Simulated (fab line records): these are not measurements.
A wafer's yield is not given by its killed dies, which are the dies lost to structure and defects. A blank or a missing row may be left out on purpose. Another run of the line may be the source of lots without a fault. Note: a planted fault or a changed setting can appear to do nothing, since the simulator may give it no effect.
Matching of chambers / flow sfq line / SFQ_TRILAYER_I3_CMP_CMP_082 on cmp-01 has 4 sister chambers
The step polishes SiO2. 4 wafers are shown with their chamber, then 8 later ones without.

## WAFERS PAIRED WITH THEIR CHAMBERS
wafer=L109.2; chamber=2; motor current A (A)=9.3
wafer=L109.3; chamber=1; motor current A (A)=9.1
wafer=L109.4; chamber=0; motor current A (A)=8.6
wafer=L111.2; chamber=3; motor current A (A)=10.3

## WAFERS WHOSE CHAMBER IS MISSING
wafer=L111.5; motor current A (A)=9.0
wafer=L111.6; motor current A (A)=10.2
wafer=L114.2; motor current A (A)=9.0
wafer=L114.3; motor current A (A)=10.3
wafer=L114.5; motor current A (A)=9.6
wafer=L115.2; motor current A (A)=9.6
wafer=L115.4; motor current A (A)=10.1
wafer=L115.6; motor current A (A)=9.3

## EACH ONE'S CHAMBER
wafer=L111.5; from the rows above=can't be placed: 1 or 2 or 0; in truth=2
wafer=L111.6; from the rows above=3; in truth=3
wafer=L114.2; from the rows above=can't be placed: 1 or 2 or 0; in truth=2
wafer=L114.3; from the rows above=3; in truth=3
wafer=L114.5; from the rows above=can't be placed: 2 or 1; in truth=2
wafer=L115.2; from the rows above=can't be placed: 2 or 1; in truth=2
wafer=L115.4; from the rows above=3; in truth=3
wafer=L115.6; from the rows above=can't be placed: 2 or 1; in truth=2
Correct placement for 3 of the 8. Not placeable from these rows: 5 (in 5, the candidates include the true chamber). 0 placed wrongly.
How it was worked out, from the rows above alone: a wafer's distance from a chamber is the root of the sum, over the readings, of the square of ((its reading less the chamber's mean) divided by the reading's scatter). The wafer belongs to the nearest chamber; if the next one is less than 2 further off, it can't be placed. The mean given for a chamber averages the wafers shown for that chamber. The scatter (one wafer shown for each chamber): square how far every hidden wafer sits from the nearest shown wafer, average those squares and take the square root.
